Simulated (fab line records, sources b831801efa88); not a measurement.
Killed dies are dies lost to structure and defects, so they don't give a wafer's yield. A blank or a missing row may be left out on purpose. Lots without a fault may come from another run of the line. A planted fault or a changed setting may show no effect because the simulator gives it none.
Which tool did it? | flow gf180mcu | 6 lots, 18 wafers sampled, at 2 steps of a route of 602

WHAT THE GAUGES READ, wafer by wafer
GF_V1_OVL_MEAS_15.
lot  | measured     | on         | V1_OVL (nm)
L644 | day 19 06:29 | overlay-02 | 2 -1 2
L647 | day 20 09:17 | overlay-01 | 1 0 3
L652 | day 22 07:02 | overlay-01 | 2 -3 0
L656 | day 23 13:46 | overlay-01 | 4 -4 -5
L661 | day 25 23:05 | overlay-02 | -6 -4 -5
L664 | day 26 00:01 | overlay-02 | -8 -11 -9

WHICH TOOL RAN EACH LOT (tool, then ch and the chambers of the sampled wafers, then the start)
lot  | GF_HV_LDD_STRIP_49
L644 | plasma_asher-04 ch 0,1, day 13 06:58
L647 | plasma_asher-04 ch 0,1, day 14 06:55
L652 | plasma_asher-01 ch 0,1, day 16 01:30
L656 | plasma_asher-03 ch 0,1, day 17 06:41
L661 | plasma_asher-01 ch 0,1, day 19 06:58
L664 | plasma_asher-01 ch 0,1, day 19 20:25
- GF_HV_LDD_STRIP_49: strips in O2/N2.

THE ANSWER, worked out from the rows above alone
Rule: what is usual is taken from the lots themselves. Put in order of their means at a reading, lots are off if they are a third of the lots or fewer, leave a main group of 4 or more, and stand apart from it by a gap of 3 or more times the standard deviation of the main group's means; of several such gaps the widest counts. A main group whose means are all the same, to the digits that the tables above print for the reading, isn't used. A lot without any number at a reading at which 4 lots or more have one is off too. The other lots that the step has rows for count as sound.
No lot is off at any reading shown: from this, nothing can be told.

WHAT THE SIMULATOR HAD PUT IN
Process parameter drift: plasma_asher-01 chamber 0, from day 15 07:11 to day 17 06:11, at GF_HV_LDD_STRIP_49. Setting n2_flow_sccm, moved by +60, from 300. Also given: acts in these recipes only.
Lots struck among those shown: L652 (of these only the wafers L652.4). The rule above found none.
